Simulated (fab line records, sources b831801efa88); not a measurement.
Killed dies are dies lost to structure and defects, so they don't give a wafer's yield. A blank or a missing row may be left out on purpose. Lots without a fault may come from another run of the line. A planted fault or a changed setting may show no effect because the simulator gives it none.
A struck lot beside a sound one | flow sky130 | 28 steps out of a route of 708
Sound: wafers L252.1, L252.4, L252.5. Struck: wafers L245.1, L245.4, L245.6. The cause comes at the end.
At each step with rows: each side's tool, then ch and its chambers, then its first start. Under that, the readings that differ: sound wafers | struck wafers | difference of the means | sigmas: that difference in standard deviations of wafers without a fault.
alike: readings whose means differ by less than 2 such deviations, and words and numbers that are the same on both sides. not compared: withheld readings, readings that some wafer has no value for, bounds like >300 that may hide the same value, and numbers for which the record gives no deviation and whose values overlap.
The two part at a step that has a row with sigmas, a row that says differs or no value, or rows on one side only. Numbers that don't overlap but have no deviation are shown without sigmas and don't part them. A reading that every wafer of one side lacks parts them only if that side has two wafers or more.

first, 5 steps without rows for these wafers: SKY_SONOS_ONO_COAT_08 (resist thk 1140 nm); SKY_SONOS_ONO_SOFTBAKE_09 (time 60 s); SKY_SONOS_ONO_EXPOSE_10 (exposes mask ONOM, target cd 410 nm); SKY_SONOS_ONO_PEB_11; SKY_SONOS_ONO_DEVELOP_12 (develop time 60 s).
SKY_SONOS_ONO_CD_MEAS_13: target cd 410 nm.
  sound on cd_sem-01, day 18 09:36; struck on cd_sem-02, day 15 19:07
  alike: cd_nm
SKY_SONOS_ONO_OVL_MEAS_14:
  sound on overlay-01, day 18 09:43; struck on overlay-02, day 15 19:14
  alike: SONOS_ONO_OVL
SKY_SONOS_ONO_ETCH_15: etches the open film in CHF3/O2, target depth 19.52 nm, time 7.8 s.
  sound on rie_diel-01 ch 0,1,2, day 18 09:46; struck on rie_diel-03 ch 0,2, day 15 19:16
  alike: drypump_motor_current_A, oes_product_au, throttle_valve_pct
  not compared: rf_hours_counter_h
then, 1 step without rows for these wafers: SKY_SONOS_ONO_WET_ETCH_16 (etches SiO2 in dHF, target depth 14 nm, time 280 s).
SKY_SONOS_ONO_STRIP_17: strips in O2/N2.
  sound on plasma_asher-01 ch 0,1, day 18 09:52; struck on plasma_asher-02 ch 0,1, day 15 19:23
  alike: drypump_motor_current_A, oes_product_au, strip_time_to_endpoint_s
  not compared: rf_hours_counter_h
then, 2 steps without rows for these wafers: SKY_SONOS_ONO_WET_ETCH_18 (etches Si3N4 in H3PO4, target depth 15 nm, time 172 s); SKY_GATE_OXIDE_CLEAN_00 (cleans in SC1/SC2, time 150 s).
SKY_GATE_OXIDE_OXIDATION_01: stabilise 600 s, purge 300 s, target thk 10.268 nm.
  sound on furnace-02 ch 0, day 18 10:49; struck on furnace-02 ch 0, day 16 01:39
  reading                                           | sound            | struck            | difference | sigmas
  model.SiO2_of_GATE_OXIDE_OXIDATION_01.thk_nm (nm) | 10.83 10.62 10.8 | 6.056 6.079 6.032 | -4.694     |
  alike: zone_power_bottom_pct
SKY_GATE_OXIDE_THK_MEAS_02:
  sound on film_metro-02, day 18 12:13; struck on film_metro-02, day 16 03:17
  reading                          | sound             | struck         | difference | sigmas
  GATE_OXIDE_OXIDATION_00_THK (nm) | 10.78 10.61 10.80 | 6.02 6.03 5.99 | -4.72      | -26
  not compared: hold
then, 6 steps without rows for these wafers: SKY_GATE_OXIDE_HMDS_04 (prime time 60 s); SKY_GATE_OXIDE_COAT_05 (resist thk 1140 nm); SKY_GATE_OXIDE_SOFTBAKE_06 (time 60 s); SKY_GATE_OXIDE_EXPOSE_07 (exposes mask LVOM, target cd 600 nm); SKY_GATE_OXIDE_PEB_08; SKY_GATE_OXIDE_DEVELOP_09 (develop time 60 s).
SKY_GATE_OXIDE_OVL_MEAS_10:
  sound on overlay-01, day 19 19:06; struck on overlay-01, day 17 07:05
  alike: GATE_OXIDE_OVL
then, 2 steps without rows for these wafers: SKY_GATE_OXIDE_IMPLANT_11; SKY_GATE_OXIDE_WET_ETCH_12 (etches SiO2 in dHF, target depth 16.8 nm, time 336 s).
SKY_GATE_OXIDE_STRIP_13: strips in O2/N2.
  sound on plasma_asher-03 ch 1, day 19 19:29; struck on plasma_asher-04 ch 0, day 17 07:23
  alike: drypump_motor_current_A, oes_product_au, strip_time_to_endpoint_s
  not compared: rf_hours_counter_h
SKY_GATE_OXIDE_TW_MEAS_14:
  sound on film_metro-02, day 19 19:35; struck on film_metro-02, day 17 07:43
  alike: GATE_OXIDE_TW
  not compared: hold
SKY_GATE_OXIDE_OXIDATION_16: stabilise 600 s, purge 300 s, target thk 3.57 nm.
  sound on furnace-02 ch 0, day 19 19:43; struck on furnace-01 ch 0, day 17 09:07
  reading                                           | sound             | struck            | difference | sigmas
  model.SiO2_of_GATE_OXIDE_OXIDATION_01.thk_nm (nm) | 12.21 12.06 12.18 | 7.798 7.826 7.812 | -4.338     |
  alike: ramp_down_c_per_min, zone_power_bottom_pct
then, 1 step without rows for these wafers: SKY_POLY_GATE_CVD_00 (deposits poly-Si, target thk 180 nm, time 720 s).
-- the record jumps here: 31 days lie between the struck wafers' starts before and after (it left off in module POLY_GATE and takes up again in module PAD_OPEN, whose first step shown is number 708 of the route) --
SKY_PAD_OPEN_PROBE_99:
  sound on prober-02, day 49 16:52; struck on prober-02, day 48 08:10
  reading                                | sound                         | struck                       | difference | sigmas
  model.etest.nfet_16v.r_on_ohm_um       | 1.387e+04 1.396e+04 1.403e+04 | 1.21e+04 1.208e+04 1.212e+04 | -1.85e+03  |
  model.etest.pfet_16v.r_on_ohm_um       | 1.514e+04 1.55e+04 1.569e+04  | 1.355e+04 1.338e+04 1.35e+04 | -1.967e+03 |
  model.etest.pfet_g5v0d10v5.r_on_ohm_um | 4821 4795 4893                | 3890 3894 3891               | -945       |
  model.etest.tip_sonos.rs_ohm_sq        | 2809 2808 2820                | 2012 1997 2013               | -805       |
  model.etest.nfet_g5v0d10v5.r_on_ohm_um | 1914 1910 1935                | 1515 1530 1515               | -400       |
  model.etest.nfet_g5v0d10v5.drive_ua_um | 581.1 590.8 584.4             | 875.8 875.7 881.3            | +292.2     |
  model.etest.nfet_05v0_nvt.drive_ua_um  | 554.2 561.7 554.2             | 802 807.8 808.9              | +250       |
  model.etest.tip_p.rs_ohm_sq            | 7081 7043 6996                | 6545 6643 6601               | -444       |
  alike: killed_at_M0_to_M3, killed_at_M4_up, killed_at_contacts, killed_at_front_end, killed_at_other, killed_dies, killed_open, killed_short

WHERE THEY PART
Only at SKY_GATE_OXIDE_THK_MEAS_02, within this record. Later steps at which nothing parts them and some readings are alike: SKY_GATE_OXIDE_OVL_MEAS_10, SKY_GATE_OXIDE_STRIP_13, SKY_GATE_OXIDE_TW_MEAS_14, SKY_GATE_OXIDE_OXIDATION_16, SKY_PAD_OPEN_PROBE_99.

WHY: what the simulator had put in
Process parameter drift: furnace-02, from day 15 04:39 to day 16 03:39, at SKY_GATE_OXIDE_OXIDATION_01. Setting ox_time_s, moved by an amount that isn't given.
